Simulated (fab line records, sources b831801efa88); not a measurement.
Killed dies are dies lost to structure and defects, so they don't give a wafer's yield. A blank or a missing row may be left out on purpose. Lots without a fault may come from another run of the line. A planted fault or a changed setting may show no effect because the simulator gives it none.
fab line records | flow sky130
record lots=13 wafers=37 last_day=50
route steps=708 shown POLY_GATE@236 LDD_HVP@284 LDD_LDN@296 PAD_OPEN@708
lots that met no fault: from a run of the same line without faults
start_h: hours from the record's first day to the start of the lot's first wafer shown | wait_h: hours since the lot's step before | " the same as in the row above | L1.1+2: a row that stands for several wafers | - no value, or no start given | * or withheld: withheld | < > ~ a bound
route shown NAME@n: a module of which the file shows steps, and the number in the route of the first | usual: mean/standard deviation of fault-free wafers | same: alike in all rows | chamber/n: place in a boat | sites: the reading at each site | _std_site: their standard deviation | _edge_site: outer sites' mean less inner sites' | radius_mm: how far each site lies from the wafer's centre | mask NAME#n: copy n | behind: the tool/chamber that last shaped the wafer | hold: why the lot was held/for how many hours/how that ended | device: the transistor (n, p or np) that didn't switch | end of line: the same wafers' tests at the end of the route | a step without rows: its recipe alone | killed: dies lost to structure and defects at the first sort, not the wafer's yield | map: a wafer's dies, x killed, . not, _ none there
set.NAME: the setting as run; set.NAME@STEP: as run at that earlier step | model.NAME: the simulator's own value behind a step, which no gauge read
steps of the route over a sample of lots; a table a step, a row a wafer
services: from which hour (start_h, from the record's first day; less than 0 if before it) a tool's chamber was out of use, for how many hours, and why
## steps
# step SKY_POLY_GATE_CD_MEAS_22
# usual cd_nm=149.7/2.3
# columns lot.wafer tool chamber start_h wait_h cd_nm
L344.1 cd_sem-02 - 391.11 0.1 155.1
L344.2 " - " " 151.9
L344.3 " - " " 150.0
L348.2 cd_sem-02 - 432.97 0.1 147.0
L348.5 " - " " 150.2
L348.6 " - " " 148.2
L350.1 cd_sem-02 - 433.11 0.2 149.3
L350.4 " - " " 146.0
L350.6 " - " " 149.2
L351.1 cd_sem-01 - 447.11 0.1 148.7
L351.4 " - " " 153.0
L351.6 " - " " 154.4
L352.1 cd_sem-01 - 457.99 0.1 153.5
L352.2 " - " " 149.9
L352.4 " - " " 151.0
L355.3 cd_sem-02 - 478.02 0.1 151.7
L355.4 " - " " 151.3
L355.5 " - " " 150.3
L356.3 cd_sem-01 - 483.82 0.1 147.8
L356.4 " - " " 152.2
L356.5 " - " " 147.9
L357.4 cd_sem-01 - 502.23 0.1 148.7
L357.5 " - " " 147.5
L358.2 cd_sem-01 - 510.01 0.1 145.7
L358.3 " - " " 150.7
L358.6 " - " " 148.3
L362.2 cd_sem-02 - 534.47 0.1 146.0
L362.4 " - " " 149.0
L364.1 cd_sem-02 - 545.94 0.1 153.9
L364.2 " - " " 151.7
L364.5 " - " " 152.6
L366.4 cd_sem-02 - 559.18 0.1 148.1
L366.5 " - " " 148.6
L366.6 " - " " 151.7
L365.1 cd_sem-02 - 560.14 0.1 146.5
L365.5 " - " " 152.0
L365.6 " - " " 149.0
# step SKY_LDD_HVP_DEVELOP_06
# recipe resist=NOVOLAK developer=TMAH develop_time_s=60 dev_temp_c=23
# usual exhaust_pa=44.9/0.94
# columns lot.wafer tool chamber start_h wait_h exhaust_pa
L344.1 litho_track-04 0 514.61 0.1 45.5
L344.2 " 0 " " 45.1
L344.3 " 0 " " 44.7
L348.2 litho_track-03 0 556.77 0.1 44.9
L348.5 " 0 " " 42.8
L348.6 " 0 " " 45.5
L350.1 litho_track-04 0 557.66 0.1 45.3
L350.4 " 0 " " 44.6
L350.6 " 0 " " 44.7
L351.1 litho_track-04 0 570.16 0.1 45.4
L351.4 " 0 " " 44.7
L351.6 " 0 " " 45.7
L352.1 litho_track-02 0 580.11 0.1 46.2
L352.2 " 0 " " 45.9
L352.4 " 0 " " 47.0
L355.3 litho_track-02 0 597.66 0.1 44.1
L355.4 " 0 " " 44.3
L355.5 " 0 " " 44.1
L356.3 litho_track-02 0 604.46 0.1 46.2
L356.4 " 0 " " 46.1
L356.5 " 0 " " 45.9
L357.4 litho_track-04 0 622.74 0.1 46.2
L357.5 " 0 " " 44.4
L358.2 litho_track-04 0 630.14 0.1 44.4
L358.3 " 0 " " 44.9
L358.6 " 0 " " 44.4
L362.2 litho_track-04 0 653.34 0.1 44.3
L362.4 " 0 " " 44.6
L364.1 litho_track-02 0 663.61 0.1 46.1
L364.2 " 0 " " 45.6
L364.5 " 0 " " 46.5
L366.4 litho_track-03 0 674.72 0.1 45.9
L366.5 " 0 " " 45.4
L366.6 " 0 " " 46.9
L365.1 litho_track-03 0 677.44 0.1 45.0
L365.5 " 0 " " 45.2
L365.6 " 0 " " 46.1
# step SKY_LDD_HVP_STRIP_09
# recipe chemistry=O2/N2 power_w=1400 pressure_mtorr=1500 platen_temp_c=withheld o2_flow_sccm=3000 n2_flow_sccm=300 overash_fraction=0.5
# usual chamber_pressure_mTorr=1500.0/1.3 drypump_motor_current_A=5.6/0.59 oes_product_au=0.408/0.005 strip_time_to_endpoint_s=4.134/0.013
# columns lot.wafer tool chamber start_h wait_h chamber_pressure_mTorr drypump_motor_current_A oes_product_au rf_hours_counter_h strip_time_to_endpoint_s
L344.1 plasma_asher-02 0 514.95 0.1 1499.5 6.7 0.422 40 4.132
L344.2 " 1 " " 1500.7 5.7 0.414 40 4.134
L344.3 " 0 " " 1499.6 6.7 0.401 - 4.140
L348.2 plasma_asher-01 0 557.08 0.1 1502.4 5.8 0.412 13 4.139
L348.5 " 1 " " 1500.2 4.9 0.405 - 4.158
L348.6 " 0 " " 1501.4 5.8 0.409 - 4.137
L350.1 plasma_asher-02 1 558.00 0.1 1496.3 5.7 0.402 44 4.116
L350.4 " 1 " " 1501.3 5.7 0.414 - 4.144
L350.6 " 0 " " 1501.3 6.7 0.416 - 4.137
L351.1 plasma_asher-01 1 570.50 0.1 1498.7 4.8 0.405 15 4.126
L351.4 " 1 " " 1501.3 4.8 0.405 - 4.150
L351.6 " 1 " " 1499.3 4.9 0.405 - 4.129
L352.1 plasma_asher-01 0 580.44 0.1 1501.1 5.8 0.399 16 4.139
L352.2 " 1 " " 1500.3 4.9 0.406 16 4.140
L352.4 " 1 " " 1500.4 4.9 0.405 - 4.152
L355.3 plasma_asher-02 1 597.98 0.1 1501.5 5.7 0.411 - 4.132
L355.4 " 0 " " 1499.3 6.7 0.406 - 4.165
L355.5 " 0 " " 1499.9 6.6 0.407 - 4.161
L356.3 plasma_asher-02 1 604.78 0.1 1497.8 5.7 0.408 - 4.132
L356.4 " 0 " " 1500.9 6.7 0.402 - 4.150
L356.5 " 0 " " 1501.5 6.7 0.403 - 4.137
L357.4 plasma_asher-04 0 623.03 0.1 1501.8 5.0 0.411 - 4.147
L357.5 " 0 " " 1498.7 5.0 0.405 - 4.139
L358.2 plasma_asher-04 0 630.45 0.1 1498.4 5.0 0.396 80 4.121
L358.3 " 1 " " 1497.9 5.8 0.410 - 4.143
L358.6 " 1 " " 1499.5 5.9 0.414 - 4.128
L362.2 plasma_asher-02 1 653.65 0.1 1502.7 5.7 0.411 53 4.133
L362.4 " 1 " " 1502.1 5.7 0.403 - 4.120
L364.1 plasma_asher-01 0 663.94 0.1 1497.9 5.8 0.407 26 4.140
L364.2 " 1 " " 1499.2 4.9 0.418 26 4.129
L364.5 " 1 " " 1500.6 4.9 0.402 - 4.135
L366.4 plasma_asher-04 1 675.01 0.1 1501.7 5.9 0.414 - 4.144
L366.5 " 1 " " 1500.6 5.9 0.402 - 4.108
L366.6 " 0 " " 1499.2 5.0 0.415 - 4.105
L365.1 plasma_asher-01 0 677.78 0.1 1500.9 5.8 0.401 27 4.136
L365.5 " 1 " " 1500.1 4.9 0.403 - 4.141
L365.6 " 0 " " 1498.4 5.8 0.407 - 4.128
# step SKY_LDD_HVP_TW_MEAS_10
# usual LDD_HVP_TW=451/5.5
# columns lot.wafer tool chamber start_h wait_h LDD_HVP_TW
L344.1 film_metro-02 - 515.05 0.1 449
L344.2 " - " " 451
L344.3 " - " " 450
L348.2 film_metro-04 - 557.19 0.1 443
L348.5 " - " " 443
L348.6 " - " " 444
L350.1 film_metro-01 - 558.10 0.1 454
L350.4 " - " " 456
L350.6 " - " " 457
L351.1 film_metro-02 - 570.60 0.1 448
L351.4 " - " " 451
L351.6 " - " " 449
L352.1 film_metro-01 - 580.54 0.1 460
L352.2 " - " " 456
L352.4 " - " " 459
L355.3 film_metro-04 - 598.06 0.1 447
L355.4 " - " " 444
L355.5 " - " " 444
L356.3 film_metro-01 - 604.86 0.1 460
L356.4 " - " " 455
L356.5 " - " " 459
L357.4 film_metro-01 - 623.13 0.1 454
L357.5 " - " " 73
L358.2 film_metro-04 - 630.56 0.1 74
L358.3 " - " " 445
L358.6 " - " " 444
L362.2 film_metro-01 - 653.76 0.1 73
L362.4 " - " " 456
L364.1 film_metro-04 - 664.04 0.1 446
L364.2 " - " " 441
L364.5 " - " " 442
L366.4 film_metro-01 - 675.11 0.1 459
L366.5 " - " " 459
L366.6 " - " " 459
L365.1 film_metro-04 - 677.88 0.1 444
L365.5 " - " " 448
L365.6 " - " " 446
# step SKY_LDD_LDN_OVL_MEAS_07
# usual LDD_LDN_OVL=-0.1/1.3
# columns lot.wafer tool chamber start_h wait_h LDD_LDN_OVL[nm]
L344.1 overlay-02 - 544.56 0.1 0.5
L344.2 " - " " 0.3
L344.3 " - " " 2.0
L348.2 overlay-01 - 586.52 0.1 -1.1
L348.5 " - " " -3.4
L348.6 " - " " -0.5
L350.1 overlay-01 - 587.71 0.1 -1.3
L350.4 " - " " -1.1
L350.6 " - " " -0.2
L351.1 overlay-02 - 599.81 0.1 -1.4
L351.4 " - " " -0.9
L351.6 " - " " -2.4
L352.1 overlay-02 - 610.12 0.1 0.9
L352.2 " - " " 0.8
L352.4 " - " " 0.0
L355.3 overlay-01 - 627.27 0.1 0.3
L355.4 " - " " -1.3
L355.5 " - " " -0.3
L356.3 overlay-02 - 633.72 0.1 -1.3
L356.4 " - " " -1.5
L356.5 " - " " -1.1
L357.4 overlay-02 - 651.59 0.1 0.7
L357.5 " - " " -0.4
L358.2 overlay-02 - 659.71 0.1 -0.8
L358.3 " - " " -0.9
L358.6 " - " " -2.1
L362.2 overlay-01 - 681.52 0.1 1.4
L362.4 " - " " 1.2
L364.1 overlay-02 - 691.81 0.1 -1.6
L364.2 " - " " -0.9
L364.5 " - " " -0.8
L366.4 overlay-01 - 701.88 0.1 0.8
L366.5 " - " " 1.6
L366.6 " - " " 1.5
L365.1 overlay-01 - 705.31 0.1 2.0
L365.5 " - " " 1.9
L365.6 " - " " 0.3
# step SKY_PAD_OPEN_PROBE_99
# usual killed_at_M0_to_M3=44/6.5 killed_at_M4_up=3.3/1.9 killed_at_contacts=24/5.3 killed_at_front_end=15/4.5 killed_at_other=0.3/0.58 killed_dies=87/9.3 killed_on_rim=17/4.2 killed_open=48/6.6 killed_short=39/6.1
# same gross_dies=492 killed_at_back_side=0
# columns lot.wafer tool chamber start_h wait_h killed_at_M0_to_M3 killed_at_M4_up killed_at_contacts killed_at_front_end killed_at_other killed_dies killed_on_rim killed_open killed_short
L344.1 prober-02 - 1085.97 0.1 40 2 32 18 0 92 13 51 41
L344.2 prober-02 - 1086.02 0.1 52 2 30 21 0 105 21 52 53
L344.3 prober-02 - 1086.07 0.2 47 4 22 11 1 85 12 53 32
L350.1 prober-01 - 1115.79 0.1 40 3 24 18 0 85 17 46 39
L350.4 prober-01 - 1115.94 0.2 50 2 26 7 1 86 15 56 30
L350.6 prober-01 - 1116.04 0.2 40 5 29 13 0 87 21 47 40
L348.2 prober-02 - 1118.14 0.1 38 6 26 8 1 79 15 46 33
L348.5 prober-02 - 1118.29 0.2 43 4 30 13 0 90 14 51 39
L348.6 prober-02 - 1118.34 0.2 36 3 22 10 0 71 18 41 30
L351.1 prober-01 - 1125.63 0.1 47 1 15 23 0 86 13 43 43
L351.4 prober-01 - 1125.78 0.2 52 3 22 17 2 96 19 51 45
L351.6 prober-01 - 1125.88 0.2 44 2 20 17 0 83 14 42 41
L352.1 prober-02 - 1133.83 0.1 45 3 15 21 0 84 17 45 39
L352.2 prober-02 - 1133.88 0.1 35 0 22 17 0 74 17 42 32
L352.4 prober-02 - 1133.98 0.2 45 3 22 20 0 90 20 53 37
L355.3 prober-01 - 1144.09 0.2 39 4 28 12 0 83 12 43 40
L355.4 prober-01 - 1144.14 0.2 48 3 21 11 1 84 15 40 44
L355.5 prober-01 - 1144.19 0.2 48 5 25 19 0 97 19 49 47
L356.3 prober-02 - 1148.78 0.2 47 2 20 20 0 89 22 51 38
L356.4 prober-02 - 1148.83 0.2 37 0 28 19 0 84 19 49 35
L356.5 prober-02 - 1148.88 0.2 37 1 17 10 1 66 12 34 32
L357.4 prober-01 - 1159.76 0.2 47 8 23 14 0 92 30 44 48
L357.5 prober-01 - 1159.81 0.2 46 2 25 419 0 492 96 58 36
L358.2 prober-02 - 1165.94 0.1 59 3 31 399 0 492 96 65 50
L358.3 prober-02 - 1165.99 0.2 60 8 15 20 1 104 18 61 43
L358.6 prober-02 - 1166.14 0.2 52 7 21 8 1 89 18 38 51
L362.2 prober-02 - 1177.80 0.1 50 1 32 409 0 492 96 56 37
L362.4 prober-02 - 1177.90 0.2 34 5 27 15 1 82 23 43 39
L364.1 prober-01 - 1187.30 0.1 46 2 18 11 1 78 16 46 32
L364.2 prober-01 - 1187.35 0.1 40 4 24 7 1 76 9 40 36
L364.5 prober-01 - 1187.50 0.2 42 1 26 21 1 91 20 44 47
L366.4 prober-02 - 1190.44 0.2 34 2 23 13 0 72 18 38 34
L366.5 prober-02 - 1190.49 0.2 38 3 22 22 0 85 12 42 43
L366.6 prober-02 - 1190.54 0.2 44 5 18 17 0 84 21 48 36
L365.1 prober-01 - 1192.64 0.1 43 5 25 24 0 97 16 55 42
L365.5 prober-01 - 1192.84 0.2 40 1 34 14 0 89 20 54 35
L365.6 prober-01 - 1192.89 0.2 35 5 18 10 0 68 12 36 32
# killed by level:class
L344.1 CONTACT:geometric_particle:open=15 FIELD_ISO:geometric_particle:short=9 LOCAL_INTERCONNECT:geometric_particle:short=7 VIA2:geometric_particle:open=7 VIA1:geometric_particle:open=7 LI_CONTACT:geometric_particle:open=6 VIA3:geometric_particle:open=6 FIELD_ISO:geometric_particle:open=5
L344.2 VIA1:geometric_particle:open=12 METAL1:geometric_particle:short=10 POLY_GATE:geometric_particle:open=7 LI_CONTACT:geometric_particle:open=7 CONTACT:geometric_particle:open=7 CONTACT:geometric_particle:short=6 VIA2:geometric_particle:open=6 VIA3:geometric_particle:open=6
L344.3 VIA1:geometric_particle:open=11 VIA3:geometric_particle:open=10 LI_CONTACT:geometric_particle:open=8 CONTACT:geometric_particle:open=8 METAL2:geometric_particle:short=7 VIA2:geometric_particle:open=5 METAL1:geometric_particle:short=4 SPACER:geometric_particle:open=3
L350.1 VIA1:geometric_particle:open=9 VIA3:geometric_particle:open=8 CONTACT:geometric_particle:open=8 VIA2:geometric_particle:open=7 METAL1:geometric_particle:short=5 FIELD_ISO:geometric_particle:open=4 LI_CONTACT:geometric_particle:open=4 METAL2:geometric_particle:short=4
L350.4 VIA1:geometric_particle:open=16 VIA3:geometric_particle:open=9 LI_CONTACT:geometric_particle:open=7 CONTACT:geometric_particle:open=7 VIA2:geometric_particle:open=7 LI_CONTACT:geometric_particle:short=5 CONTACT:geometric_particle:short=4 VIA1:geometric_particle:short=4
L350.6 CONTACT:geometric_particle:short=10 VIA2:geometric_particle:open=10 VIA1:geometric_particle:open=8 LI_CONTACT:geometric_particle:open=6 CONTACT:geometric_particle:open=5 LOCAL_INTERCONNECT:geometric_particle:short=5 VIA2:geometric_particle:short=4 POLY_GATE:geometric_particle:open=3
L348.2 VIA1:geometric_particle:open=14 VIA2:geometric_particle:open=8 LI_CONTACT:geometric_particle:open=7 CONTACT:geometric_particle:open=7 LOCAL_INTERCONNECT:geometric_particle:short=6 LI_CONTACT:geometric_particle:short=4 METAL1:geometric_particle:short=4 METAL4:geometric_particle:short=4
L348.5 CONTACT:geometric_particle:open=9 LI_CONTACT:geometric_particle:open=8 VIA1:geometric_particle:open=8 VIA3:geometric_particle:open=7 LOCAL_INTERCONNECT:geometric_particle:short=7 VIA2:geometric_particle:open=7 FIELD_ISO:geometric_particle:short=6 LI_CONTACT:geometric_particle:short=4
L348.6 CONTACT:geometric_particle:open=8 LI_CONTACT:geometric_particle:open=7 VIA1:geometric_particle:open=7 VIA3:geometric_particle:open=7 CONTACT:geometric_particle:short=5 VIA1:geometric_particle:short=5 METAL2:geometric_particle:short=4 VIA2:geometric_particle:open=4
L351.1 VIA1:geometric_particle:open=10 POLY_GATE:geometric_particle:short=6 METAL2:geometric_particle:short=6 METAL3:geometric_particle:short=6 FIELD_ISO:geometric_particle:open=5 POLY_GATE:geometric_particle:open=5 CONTACT:geometric_particle:open=5 VIA2:geometric_particle:open=5
L351.4 VIA2:geometric_particle:open=9 LOCAL_INTERCONNECT:geometric_particle:short=7 CONTACT:geometric_particle:open=7 METAL1:geometric_particle:short=7 METAL2:geometric_particle:short=7 VIA1:geometric_particle:open=6 VIA2:geometric_particle:short=6 FIELD_ISO:geometric_particle:open=5
L351.6 VIA1:geometric_particle:open=14 POLY_GATE:geometric_particle:short=8 CONTACT:geometric_particle:open=8 METAL2:geometric_particle:short=8 FIELD_ISO:geometric_particle:short=5 LI_CONTACT:geometric_particle:open=4 LOCAL_INTERCONNECT:geometric_particle:short=4 METAL1:geometric_particle:open=4
L352.1 VIA1:geometric_particle:open=12 VIA2:geometric_particle:open=9 FIELD_ISO:geometric_particle:short=8 METAL2:geometric_particle:short=7 CONTACT:geometric_particle:short=6 CONTACT:geometric_particle:open=6 POLY_GATE:geometric_particle:short=4 VIA1:geometric_particle:short=4
L352.2 POLY_GATE:geometric_particle:open=8 CONTACT:geometric_particle:open=8 VIA2:geometric_particle:open=8 LI_CONTACT:geometric_particle:open=7 METAL1:geometric_particle:short=6 POLY_GATE:geometric_particle:short=5 VIA1:geometric_particle:open=4 METAL2:geometric_particle:short=4
L352.4 VIA1:geometric_particle:open=16 POLY_GATE:geometric_particle:open=6 LI_CONTACT:geometric_particle:open=6 VIA2:geometric_particle:open=6 FIELD_ISO:geometric_particle:short=5 POLY_GATE:geometric_particle:short=5 CONTACT:geometric_particle:open=5 METAL2:geometric_particle:short=5
L355.3 VIA1:geometric_particle:open=10 CONTACT:geometric_particle:short=10 VIA3:geometric_particle:open=10 LOCAL_INTERCONNECT:geometric_particle:short=9 VIA2:geometric_particle:open=6 POLY_GATE:geometric_particle:open=5 LI_CONTACT:geometric_particle:open=5 FIELD_ISO:geometric_particle:open=3
L355.4 VIA1:geometric_particle:open=13 VIA1:geometric_particle:short=7 CONTACT:geometric_particle:short=7 CONTACT:geometric_particle:open=6 METAL1:geometric_particle:short=6 VIA3:geometric_particle:open=4 METAL2:geometric_particle:short=4 FIELD_ISO:geometric_particle:open=3
L355.5 VIA1:geometric_particle:open=8 CONTACT:geometric_particle:open=7 VIA2:geometric_particle:open=7 FIELD_ISO:geometric_particle:short=6 METAL2:geometric_particle:short=6 VIA3:geometric_particle:open=6 SPACER:geometric_particle:open=5 LOCAL_INTERCONNECT:geometric_particle:short=5
L356.3 VIA1:geometric_particle:open=14 CONTACT:geometric_particle:open=12 FIELD_ISO:geometric_particle:short=8 VIA2:geometric_particle:open=7 FIELD_ISO:geometric_particle:open=6 POLY_GATE:geometric_particle:short=6 METAL1:geometric_particle:short=5 VIA1:geometric_particle:short=4
L356.4 CONTACT:geometric_particle:open=11 VIA1:geometric_particle:open=10 LI_CONTACT:geometric_particle:open=6 VIA3:geometric_particle:open=6 LOCAL_INTERCONNECT:geometric_particle:short=5 VIA1:geometric_particle:short=5 POLY_GATE:geometric_particle:open=4 POLY_GATE:geometric_particle:short=4
L356.5 VIA1:geometric_particle:open=7 CONTACT:geometric_particle:open=6 METAL2:geometric_particle:short=6 VIA2:geometric_particle:open=5 CONTACT:geometric_particle:short=4 METAL1:geometric_particle:short=4 VIA3:geometric_particle:open=4 FIELD_ISO:geometric_particle:short=3
L357.4 VIA3:geometric_particle:open=9 CONTACT:geometric_particle:open=8 VIA1:geometric_particle:open=8 VIA3:geometric_particle:short=7 METAL4:geometric_particle:short=7 CONTACT:geometric_particle:short=6 METAL2:geometric_particle:short=5 LI_CONTACT:geometric_particle:open=5
L357.5 LDD_HVP:area_develop=398 CONTACT:geometric_particle:open=12 VIA1:geometric_particle:open=12 FIELD_ISO:geometric_particle:open=8 METAL2:geometric_particle:short=6 VIA3:geometric_particle:open=6 POLY_GATE:geometric_particle:short=5 LI_CONTACT:geometric_particle:open=5
L358.2 LDD_HVP:area_develop=377 VIA1:geometric_particle:open=14 VIA3:geometric_particle:open=11 CONTACT:geometric_particle:open=11 FIELD_ISO:geometric_particle:open=9 LI_CONTACT:geometric_particle:open=9 METAL2:geometric_particle:short=6 VIA1:geometric_particle:short=6
L358.3 VIA1:geometric_particle:open=14 VIA3:geometric_particle:open=8 FIELD_ISO:geometric_particle:open=6 LI_CONTACT:geometric_particle:open=6 CONTACT:geometric_particle:open=6 METAL1:geometric_particle:short=6 VIA1:geometric_particle:short=6 METAL2:geometric_particle:short=6
L358.6 METAL1:geometric_particle:short=9 VIA1:geometric_particle:open=8 CONTACT:geometric_particle:open=6 VIA1:geometric_particle:short=6 METAL4:geometric_particle:short=6 METAL3:geometric_particle:short=5 METAL2:geometric_particle:open=5 VIA2:geometric_particle:open=5
L362.2 LDD_HVP:area_develop=399 VIA1:geometric_particle:open=13 CONTACT:geometric_particle:open=12 VIA1:geometric_particle:short=9 VIA3:geometric_particle:open=7 LI_CONTACT:geometric_particle:open=6 VIA2:geometric_particle:open=6 FIELD_ISO:geometric_particle:open=5
L362.4 VIA1:geometric_particle:open=15 LOCAL_INTERCONNECT:geometric_particle:short=11 CONTACT:geometric_particle:open=9 FIELD_ISO:geometric_particle:short=5 VIA1:geometric_particle:short=4 METAL4:geometric_particle:short=4 FIELD_ISO:geometric_particle:open=3 POLY_GATE:geometric_particle:open=3
L364.1 LI_CONTACT:geometric_particle:open=7 VIA1:geometric_particle:open=7 VIA2:geometric_particle:open=7 CONTACT:geometric_particle:open=6 METAL2:geometric_particle:short=6 VIA3:geometric_particle:open=6 VIA1:geometric_particle:short=5 METAL1:geometric_particle:short=4
L364.2 CONTACT:geometric_particle:open=10 VIA1:geometric_particle:open=10 METAL2:geometric_particle:short=6 VIA3:geometric_particle:open=5 METAL1:geometric_particle:short=5 LOCAL_INTERCONNECT:geometric_particle:short=4 METAL4:geometric_particle:short=4 LI_CONTACT:geometric_particle:open=3
L364.5 VIA1:geometric_particle:open=9 LI_CONTACT:geometric_particle:open=8 CONTACT:geometric_particle:open=8 METAL1:geometric_particle:short=7 METAL2:geometric_particle:short=6 FIELD_ISO:geometric_particle:short=5 CONTACT:geometric_particle:short=5 VIA3:geometric_particle:short=5
L366.4 CONTACT:geometric_particle:open=9 METAL1:geometric_particle:short=8 VIA1:geometric_particle:open=8 VIA2:geometric_particle:open=7 FIELD_ISO:geometric_particle:short=4 LOCAL_INTERCONNECT:geometric_particle:short=4 CONTACT:geometric_particle:short=4 VIA3:geometric_particle:open=4
L366.5 FIELD_ISO:geometric_particle:open=7 VIA1:geometric_particle:open=7 CONTACT:geometric_particle:open=6 FIELD_ISO:geometric_particle:short=5 VIA3:geometric_particle:open=5 VIA2:geometric_particle:short=5 LI_CONTACT:geometric_particle:open=4 LOCAL_INTERCONNECT:geometric_particle:short=4
L366.6 VIA3:geometric_particle:open=10 VIA1:geometric_particle:open=9 CONTACT:geometric_particle:open=6 FIELD_ISO:geometric_particle:open=5 LOCAL_INTERCONNECT:geometric_particle:short=5 METAL1:geometric_particle:short=5 METAL2:geometric_particle:short=5 POLY_GATE:geometric_particle:short=4
L365.1 CONTACT:geometric_particle:open=16 VIA1:geometric_particle:open=10 VIA2:geometric_particle:open=8 POLY_GATE:geometric_particle:open=7 VIA3:geometric_particle:open=7 FIELD_ISO:geometric_particle:short=6 POLY_GATE:geometric_particle:short=6 METAL2:geometric_particle:short=6
L365.5 CONTACT:geometric_particle:open=15 VIA1:geometric_particle:open=10 LI_CONTACT:geometric_particle:open=9 VIA3:geometric_particle:open=6 METAL2:geometric_particle:short=6 METAL1:geometric_particle:short=5 VIA2:geometric_particle:open=5 POLY_GATE:geometric_particle:short=3
L365.6 VIA1:geometric_particle:open=10 CONTACT:geometric_particle:open=8 VIA1:geometric_particle:short=5 VIA2:geometric_particle:open=4 METAL4:geometric_particle:short=4 FIELD_ISO:geometric_particle:short=3 POLY_GATE:geometric_particle:open=3 LI_CONTACT:geometric_particle:open=3
## services
# columns tool chamber start_h hours kind
plasma_asher-04 - 543.18 0.8 repair
plasma_asher-04 - 599.26 4.6 repair
plasma_asher-02 - 605.16 0.5 repair
plasma_asher-04 - 613.08 0.8 repair
plasma_asher-02 - 621.26 28.1 pm
## key
first_sign step=SKY_LDD_HVP_TW_MEAS_10 reading=LDD_HVP_TW direction=down sigmas=68 usual=451 struck=73
effect step=SKY_PAD_OPEN_PROBE_99 reading=killed_at_front_end direction=up sigmas=88 usual=15 struck=409
more_kills_born_at SKY_LDD_HVP_DEVELOP_06@litho_track-04=1174
met_at SKY_LDD_HVP_DEVELOP_06
struck_lots L357,L358,L362
struck_wafers L357.5,L358.2,L362.2
tester_left_out L357,L358,L362
not_acting_at SKY_POLY_GATE_CD_MEAS_22,SKY_LDD_HVP_STRIP_09,SKY_LDD_LDN_OVL_MEAS_07
onset_between 570.16 622.74
fault kind=process_parameter_drift tool=litho_track-04 chamber=- onset_h=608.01 steps=SKY_LDD_HVP_DEVELOP_06 channel=develop_time_s offset=* shape=step end_h=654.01 scope=struck_wafers_only acts_in=* stated=*
# tester_left_out: of these lots the tester's yield and bins aren't shown, on N5 and GAA mostly nor the transistor test; their killed dies are dies lost to structure and defects alone, not to doping, threshold or leakage, so they don't give the yield
